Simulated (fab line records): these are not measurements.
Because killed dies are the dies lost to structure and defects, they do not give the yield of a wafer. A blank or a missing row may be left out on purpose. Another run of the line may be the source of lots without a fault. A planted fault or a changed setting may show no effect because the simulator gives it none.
Matching of chambers :: flow gf180mcu :: 4 sister chambers for GF_V1_CMP_26 on cmp-01
The step polishes, stops on SiO2, t overpolish 15 s, target thk 0 nm. 8 wafers are shown with their chamber, then 12 later ones without.

EACH WAFER AND ITS CHAMBER
wafer: L085.6
chamber: 1
motorCurrentA (A): 10.5
timeToEndpointS (s): 87

wafer: L089.4
chamber: 1
motorCurrentA (A): 10.9
timeToEndpointS (s): 87

wafer: L089.5
chamber: 0
motorCurrentA (A): 10.3
timeToEndpointS (s): 88

wafer: L091.4
chamber: 0
motorCurrentA (A): 10.1
timeToEndpointS (s): 84

wafer: L091.5
chamber: 2
motorCurrentA (A): 12.1
timeToEndpointS (s): 83

wafer: L092.1
chamber: 3
motorCurrentA (A): 10.7
timeToEndpointS (s): 86

wafer: L092.3
chamber: 2
motorCurrentA (A): 11.9
timeToEndpointS (s): 81

wafer: L092.6
chamber: 3
motorCurrentA (A): 10.7
timeToEndpointS (s): 92

WAFERS WITHOUT THEIR CHAMBER
wafer: L093.3
motorCurrentA (A): 11.1
timeToEndpointS (s): 92

wafer: L093.4
motorCurrentA (A): 9.8
timeToEndpointS (s): 89

wafer: L093.5
motorCurrentA (A): 10.4
timeToEndpointS (s): 94

wafer: L094.2
motorCurrentA (A): 10.1
timeToEndpointS (s): 91

wafer: L094.4
motorCurrentA (A): 10.6
timeToEndpointS (s): 93

wafer: L094.5
motorCurrentA (A): 10.3
timeToEndpointS (s): 86

wafer: L095.2
motorCurrentA (A): 10.1
timeToEndpointS (s): 89

wafer: L095.5
motorCurrentA (A): 10.7
timeToEndpointS (s): 95

wafer: L095.6
motorCurrentA (A): 11.3
timeToEndpointS (s): 85

wafer: L096.1
motorCurrentA (A): 10.8
timeToEndpointS (s): 94

wafer: L096.3
motorCurrentA (A): 11.7
timeToEndpointS (s): 83

wafer: L096.4
motorCurrentA (A): 9.7
timeToEndpointS (s): 87

CHAMBER TAKEN BY EACH
wafer: L093.3
from the rows above: can't be placed: 3 or 1
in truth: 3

wafer: L093.4
from the rows above: 0
in truth: 0

wafer: L093.5
from the rows above: can't be placed: 3 or 1 or 0
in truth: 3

wafer: L094.2
from the rows above: can't be placed: 0 or 3 or 1
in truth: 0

wafer: L094.4
from the rows above: can't be placed: 3 or 1 or 0
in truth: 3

wafer: L094.5
from the rows above: can't be placed: 0 or 1 or 3
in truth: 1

wafer: L095.2
from the rows above: 0
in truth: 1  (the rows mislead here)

wafer: L095.5
from the rows above: can't be placed: 3 or 1
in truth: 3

wafer: L095.6
from the rows above: can't be placed: 1 or 3 or 2
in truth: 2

wafer: L096.1
from the rows above: can't be placed: 3 or 1
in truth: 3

wafer: L096.3
from the rows above: 2
in truth: 2

wafer: L096.4
from the rows above: 0
in truth: 0
3 of 12 placed correctly. These rows do not allow placing 8 (true chamber among the candidates in 8). 1 placed wrongly.
How it was worked out, from the rows above alone: a wafer's distance from a chamber is the root of the sum, over the readings, of the square of ((its reading less the chamber's mean) divided by the reading's scatter). If the next closest chamber is less than 2 further off than the closest, the wafer can't be placed; otherwise it belongs to the closest. A chamber's mean is the mean of its shown wafers. The scatter is the square root of a quotient: the sum, over the shown wafers, of each reading's squared deviation from its chamber's mean, divided by wafers minus chambers.
